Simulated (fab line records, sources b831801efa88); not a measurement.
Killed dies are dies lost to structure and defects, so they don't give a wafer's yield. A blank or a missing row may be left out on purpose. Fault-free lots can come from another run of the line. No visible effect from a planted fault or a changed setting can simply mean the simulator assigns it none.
Which tool did it? -- flow gf180mcu -- 6 lots with 18 wafers sampled at 2 steps, on a route of 602 steps

## WHAT THE GAUGES READ, wafer by wafer
GF_TOP_METAL_THK_MEAS_06: measures by xrf.
lot,measured,on,TOP_METAL_ALCU_THK (nm)
L801,day 27 11:01,film-metro-04,885 874 879
L806,day 29 08:02,film-metro-04,876 884 889
L808,day 29 22:32,film-metro-01,881 893 886
L810,day 30 17:10,film-metro-01,893 896 893
L815,day 31 20:11,film-metro-03,873 870 868
L821,day 33 06:59,film-metro-03,877 889 885

## EACH LOT AND THE TOOL THAT RAN IT (in order: tool; ch and the chambers of the sampled wafers; start)
lot,GF_TOP_METAL_SPUTTER_00
L801,"pvd-sputter-02, day 27 10:40"
L806,"pvd-sputter-02, day 29 07:41"
L808,"pvd-sputter-01, day 29 22:12"
L810,"pvd-sputter-02, day 30 16:48"
L815,"pvd-sputter-04, day 31 19:50"
L821,"pvd-sputter-02, day 33 06:37"
- GF_TOP_METAL_SPUTTER_00: material Ti, target thk 37.5 nm, time 150 s.

## THE ANSWER, worked out from the rows above alone
Rule: what is usual is taken from the lots themselves. Put in order of their means at a reading, lots are off if they are a third of the lots or fewer, leave a main group of 4 or more, and stand apart from it by a gap of 3 or more times the standard deviation of the main group's means; of several such gaps the widest counts. Not used: any main group whose means are identical at the precision the tables above print for the reading. Also off: a lot with no number at a reading for which 4 or more lots have one. The other lots that the step has rows for count as sound.
No lot is off at any reading shown: from this, nothing can be told.

## WHAT HAD BEEN PUT IN BY THE SIMULATOR
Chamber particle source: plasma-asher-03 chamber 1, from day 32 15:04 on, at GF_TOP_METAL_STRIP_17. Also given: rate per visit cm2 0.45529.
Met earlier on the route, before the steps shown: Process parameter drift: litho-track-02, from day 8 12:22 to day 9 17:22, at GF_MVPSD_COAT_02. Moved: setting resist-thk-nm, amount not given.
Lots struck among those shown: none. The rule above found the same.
